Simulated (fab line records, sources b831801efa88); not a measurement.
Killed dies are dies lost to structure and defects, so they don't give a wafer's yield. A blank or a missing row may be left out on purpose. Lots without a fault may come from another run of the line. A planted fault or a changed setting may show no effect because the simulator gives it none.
A struck lot beside a sound one | flow sky130 | 26 steps out of a route of 708
Sound: wafers L583.1, L583.2, L583.3. Struck: wafers L580.1, L580.3, L580.6. The cause comes at the end.
At each step with rows: each side's tool, then ch and its chambers, then its first start. Under that, the readings that differ: sound wafers | struck wafers | difference of the means | sigmas: that difference in standard deviations of wafers without a fault.
alike: readings whose means differ by less than 2 such deviations, and words and numbers that are the same on both sides. not compared: withheld readings, readings that some wafer has no value for, bounds like >300 that may hide the same value, and numbers for which the record gives no deviation and whose values overlap.
The two part at a step that has a row with sigmas, a row that says differs or no value, or rows on one side only. Numbers that don't overlap but have no deviation are shown without sigmas and don't part them. A reading that every wafer of one side lacks parts them only if that side has two wafers or more.

first, 9 steps without rows for these wafers: SKY_LI_CONTACT_ETCH_14 (etches BARC in N2/H2, stops on SiO2, time 45.9 s, target depth 60 nm); SKY_LI_CONTACT_ETCH_15 (etches PSG in C4F8/O2/Ar, stops on Si, target depth 600 nm); SKY_LI_CONTACT_STRIP_16 (strips in O2/N2); SKY_LI_CONTACT_CLEAN_17 (cleans in NMP, time 600 s); SKY_LI_CONTACT_PRE_CLEAN_18 (time 5.6 s); SKY_LI_CONTACT_SPUTTER_19 (material Ti, target thk 20 nm, time 106.37 s); SKY_LI_CONTACT_SPUTTER_20 (material TiN, target thk 20 nm, time 80 s); SKY_LI_CONTACT_CVD_21 (deposits W, target thk 400 nm, time 120.56 s); SKY_LI_CONTACT_CMP_24 (polishes, stops on PSG, t overpolish 20 s, target thk 0 nm).
SKY_LOCAL_INTERCONNECT_SPUTTER_00: material TiN, target thk 100 nm, time 83.3 s.
  sound on pvd_sputter-03, day 35 05:56; struck on pvd_sputter-02, day 35 06:20
  reading                                                | sound             | struck            | difference | sigmas
  model.TiN_of_LOCAL_INTERCONNECT_SPUTTER_00.thk_nm (nm) | 100.2 99.74 98.67 | 104.4 104.2 103.5 | +4.5       |
  alike: throttle_valve_pct
SKY_LOCAL_INTERCONNECT_RS_MEAS_01: measures by four-point-probe.
  sound on film_metro-02, day 35 06:00; struck on film_metro-02, day 35 06:25
  reading                            | sound             | struck            | difference | sigmas
  LOCAL_INTERCONNECT_TIN_RS (ohm/sq) | 14.10 14.17 14.34 | 13.52 13.50 13.63 | -0.65      | -5
SKY_LOCAL_INTERCONNECT_THK_MEAS_02: measures by xrf.
  sound on film_metro-02, day 35 06:07; struck on film_metro-02, day 35 06:32
  reading                         | sound           | struck            | difference | sigmas
  LOCAL_INTERCONNECT_TIN_THK (nm) | 100.1 99.6 98.7 | 104.8 104.1 103.4 | +4.6       | +5
then, 9 steps without rows for these wafers: SKY_LOCAL_INTERCONNECT_DEHYDRATE_03 (time 60 s); SKY_LOCAL_INTERCONNECT_HMDS_04 (prime time 60 s); SKY_LOCAL_INTERCONNECT_COAT_05 (resist thk 60 nm); SKY_LOCAL_INTERCONNECT_COAT_06 (resist thk 450 nm); SKY_LOCAL_INTERCONNECT_SOFTBAKE_07 (time 90 s); SKY_LOCAL_INTERCONNECT_EXPOSE_08 (exposes mask LI1M, target cd 170 nm); SKY_LOCAL_INTERCONNECT_PEB_09; SKY_LOCAL_INTERCONNECT_DEVELOP_10 (develop time 60 s); SKY_LOCAL_INTERCONNECT_ETCH_13 (etches BARC in N2/H2, stops on SiO2, time 45.9 s, target depth 60 nm).
SKY_LOCAL_INTERCONNECT_METAL_ETCH_14: etches TiN in Cl2/BCl3, stops on PSG, target depth 110 nm, time 31.4 s.
  sound on rie_metal-01 ch 0,1, day 36 09:01; struck on rie_metal-03 ch 0,1, day 36 09:51
  reading                                        | sound                | struck               | difference | sigmas
  oes_product_au (a.u.)                          | 0.948 0.943 0.942    | 0.976 0.960 0.966    | +0.023     | +3
  throttle_valve_pct (%)                         | 21.918 21.898 21.921 | 21.871 21.884 21.911 | -0.024     | -2
  model.LOCAL_INTERCONNECT.feature_depth_nm (nm) | 100.2 99.74 98.67    | 104.4 104.2 103.5    | +4.5       |
  model.etch.depth_nm (nm)                       | 100.2 99.74 98.67    | 104.4 104.2 103.5    | +4.5       |
  alike: drypump_motor_current_A
  not compared: rf_hours_counter_h
then, 1 step without rows for these wafers: SKY_LOCAL_INTERCONNECT_STRIP_15 (strips in O2/N2).
SKY_LOCAL_INTERCONNECT_STRIP_16: strips in post etch residue remover, time 1200 s.
  sound on wet_bench-04 ch 3, day 36 09:10; struck on wet_bench-04 ch 3, day 36 10:00
  reading                                                | sound             | struck          | difference | sigmas
  model.TiN_of_LOCAL_INTERCONNECT_SPUTTER_00.thk_nm (nm) | 99.81 99.32 98.25 | 104 103.7 103.1 | +4         |
  alike: bath_guard_temp_C, temp_c
then, 1 step without rows for these wafers: SKY_LOCAL_INTERCONNECT_CLEAN_17 (cleans in IPA, time 180 s).
-- the record jumps here: 14 days lie between the struck wafers' starts before and after (it left off in module LOCAL_INTERCONNECT and takes up again in module PAD_OPEN, whose first step shown is number 708 of the route) --
SKY_PAD_OPEN_PROBE_99:
  sound on prober-02, day 50 04:34; struck on prober-01, day 50 06:04
  reading                        | sound             | struck            | difference | sigmas
  model.etest.res_li.line_ohm_um | 74.96 77.01 76.64 | 72.04 72.16 72.53 | -3.96      |
  model.etest.res_li.rs_ohm_sq   | 12.71 12.86 12.94 | 12.23 12.27 12.33 | -0.56      |
  alike: killed_at_M0_to_M3, killed_at_M4_up, killed_at_contacts, killed_at_front_end, killed_at_other, killed_dies, killed_on_rim, killed_open, killed_short

WHERE THEY PART
First at SKY_LOCAL_INTERCONNECT_RS_MEAS_01; last, within this record, at SKY_LOCAL_INTERCONNECT_METAL_ETCH_14. Later steps at which nothing parts them and some readings are alike: SKY_LOCAL_INTERCONNECT_STRIP_16, SKY_PAD_OPEN_PROBE_99.

WHY: what the simulator had put in
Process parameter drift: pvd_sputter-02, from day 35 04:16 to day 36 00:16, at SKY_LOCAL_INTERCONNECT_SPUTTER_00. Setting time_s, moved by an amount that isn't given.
